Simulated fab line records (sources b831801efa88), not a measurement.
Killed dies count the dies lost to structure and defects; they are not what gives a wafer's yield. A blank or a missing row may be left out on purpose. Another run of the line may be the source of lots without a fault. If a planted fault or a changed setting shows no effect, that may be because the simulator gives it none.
Which tool is to blame?    flow sky130    10 lots, 30 wafers sampled, at 5 steps of a route of 708

WHAT THE GAUGES SHOWED, per wafer
SKY_PWDE_OVL_MEAS_07. Usual: PWDE_OVL gives 0.5 nm (standard deviation 1.5).
lot   measured     on          PWDE_OVL (nm)   flag
L477  day 3 22:07  overlay-02  1.3 4.0 2.5     
L478  day 4 00:29  overlay-01  1.6 2.4 0.1     
L479  day 4 08:11  overlay-01  -0.7 -1.0 -0.2  
L486  day 6 06:47  overlay-01  2.1 0.4 -1.1    
L488  day 6 21:47  overlay-02  1.5 0.3 0.2     
L487  day 6 22:07  overlay-01  0.0 -0.1 -3.3   
L497  day 8 14:31  overlay-02  3.2 2.5 3.1     
L498  day 8 16:22  overlay-01  2.8 0.6 3.0     
L499  day 8 22:40  overlay-01  1.2 -1.7 -1.6   
L500  day 9 05:10  overlay-01  1.2 5.0 1.1     

SKY_VT_ADJUST_LVTN_OVL_MEAS_07. Usual: VT_ADJUST_LVTN_OVL gives -0.4 nm (standard deviation 1.3).
lot   measured      on          VT_ADJUST_LVTN_OVL (nm)  flag
L477  day 6 20:47   overlay-02  -0.7 -1.6 -1.4           
L478  day 6 23:51   overlay-01  -0.1 -1.2 -0.5           
L479  day 7 07:35   overlay-01  0.1 0.5 0.0              
L486  day 9 15:47   overlay-01  -1.0 1.1 0.0             
L488  day 10 09:58  overlay-02  0.2 1.3 -2.6             
L487  day 10 10:05  overlay-02  -2.3 1.1 -1.4            
L497  day 12 09:34  overlay-01  0.8 0.0 0.0              
L498  day 12 12:10  overlay-02  -1.6 -1.8 0.2            
L499  day 12 17:12  overlay-01  -1.3 1.9 0.0             
L500  day 13 03:26  overlay-02  1.8 -0.6 1.4             

SKY_VT_ADJUST_HVTR_TW_MEAS_11. Usual: VT_ADJUST_HVTR_TW gives 210.3 (standard deviation 1.7).
lot   measured      on             VT_ADJUST_HVTR_TW  flag
L477  day 9 10:46   film metro-02  209.6 210.0 209.3  
L478  day 9 13:34   film metro-01  212.0 213.2 213.0  
L479  day 9 21:29   film metro-04  213.1 211.3 211.6  
L486  day 12 14:09  film metro-01  211.8 210.5 211.8  
L488  day 13 10:38  film metro-01  212.0 213.3 211.6  
L487  day 13 10:54  film metro-02  208.6 208.2 209.4  
L497  day 15 14:55  film metro-02  209.2 209.5 208.5  
L498  day 15 19:11  film metro-02  208.3 208.3 206.9  
L499  day 16 00:47  film metro-02  208.5 208.2 209.9  
L500  day 16 13:43  film metro-01  212.4 211.2 211.6  

SKY_SONOS_ONO_THK_MEAS_03. Usual: SONOS_ONO_CVD_02_THK gives 10.49 nm (standard deviation 0.13).
lot   measured      on             SONOS_ONO_CVD_02_THK (nm)            flag
L477  day 11 11:59  film metro-03  10.29 10.22 10.33                    
L478  day 11 16:01  film metro-01  10.38 10.17 10.28                    
L479  day 11 23:28  film metro-02  10.62 10.40 10.56                    
L486  day 15 00:20  film metro-01  11.27 10.89 10.68 11.23 10.86 10.67  OFF
L488  day 15 20:03  film metro-02  11.47 11.74 11.63 11.44 11.81 11.65  OFF
L487  day 15 20:07  film metro-02  11.54 11.21 10.70 11.54 11.28 10.73  OFF
L497  day 18 04:05  film metro-01  10.40 10.42 10.50                    
L498  day 18 09:00  film metro-03  10.66 10.54 10.57                    
L499  day 18 13:34  film metro-02  10.72 10.61 10.72                    
L500  day 19 05:25  film metro-01  10.67 10.54 10.54                    

EACH LOT AND THE TOOL THAT RAN IT (in order: tool; ch and the chambers of the sampled wafers; start)
lot   SKY_SONOS_ONO_CVD_02
L477  lpcvd-02 ch 0, day 11 10:55
L478  lpcvd-02 ch 0, day 11 14:58
L479  lpcvd-02 ch 0, day 11 22:23
L486  lpcvd-02 ch 0, day 14 23:17
L488  lpcvd-02 ch 1, day 15 18:58
L487  lpcvd-02 ch 0, day 15 18:58
L497  lpcvd-02 ch 1, day 18 03:02
L498  lpcvd-02 ch 0, day 18 07:57
L499  lpcvd-02 ch 0, day 18 12:30
L500  lpcvd-02 ch 1, day 19 04:22
- SKY_SONOS_ONO_CVD_02: deposits Si3N4 from DCS/NH3, target thk 10.5 nm, time 180 s.

AS READ BY THE TOOLS THEMSELVES (means over the sampled wafers that have a number; for cases with no such wafer, the mark the record gives instead)
SKY_SONOS_ONO_CVD_02. Usual: spike tc centre C 771.8 C, standard deviation 1; zone power centre pct 12.35 %, standard deviation 0.23; zone power lower pct 11.83 %, standard deviation 0.21; zone power upper pct 12.26 %, standard deviation 0.13.
lot   tool      spike tc centre C (C)  zone power centre pct (%)  zone power lower pct (%)  zone power upper pct (%)  flag
L477  lpcvd-02  771.1                  12.58                      11.71                     12.27                     
L478  lpcvd-02  772.7                  12.59                      11.70                     12.25                     
L479  lpcvd-02  772.2                  12.55                      11.56                     12.21                     
L486  lpcvd-02  784.3                  15.44                      10.21                     10.49                     OFF
L488  lpcvd-02  783.6                  15.14                      10.48                     10.59                     OFF
L487  lpcvd-02  783.2                  15.55                      10.22                     10.62                     OFF
L497  lpcvd-02  770.7                  12.11                      11.96                     12.40                     
L498  lpcvd-02  771.3                  12.49                      11.65                     12.28                     
L499  lpcvd-02  772.4                  12.34                      11.70                     12.15                     
L500  lpcvd-02  771.9                  12.01                      12.08                     12.44                     

THE ANSWER, worked out from the rows above alone
Rule: lot off if the mean of its wafers having a number is beyond 3 standard deviations from the usual mean. Also off: a lot with no number at a reading for which 4 or more lots have one. Any other lot the step has rows for is counted as sound. First the gauges in route order, then the tools' own readings, where a lot's mean is used as printed above. At the first step where some lot is off, the reading lying furthest off is the one used; lots without a number count as furthest.
Off: at SKY_SONOS_ONO_THK_MEAS_03 (SONOS_ONO_CVD_02_THK), L486, L488, L487.
A tool fits if, at a process step before that reading, it ran every lot that is off, and no sound lot after the first of them. Not tried: the gauges at SKY_SONOS_ONO_THK_MEAS_03; whatever is off there is also off at SKY_SONOS_ONO_CVD_02, on other tools, and gauge error can't account for it. No candidate that was tried fits.

WHAT THE SIMULATOR PUT IN
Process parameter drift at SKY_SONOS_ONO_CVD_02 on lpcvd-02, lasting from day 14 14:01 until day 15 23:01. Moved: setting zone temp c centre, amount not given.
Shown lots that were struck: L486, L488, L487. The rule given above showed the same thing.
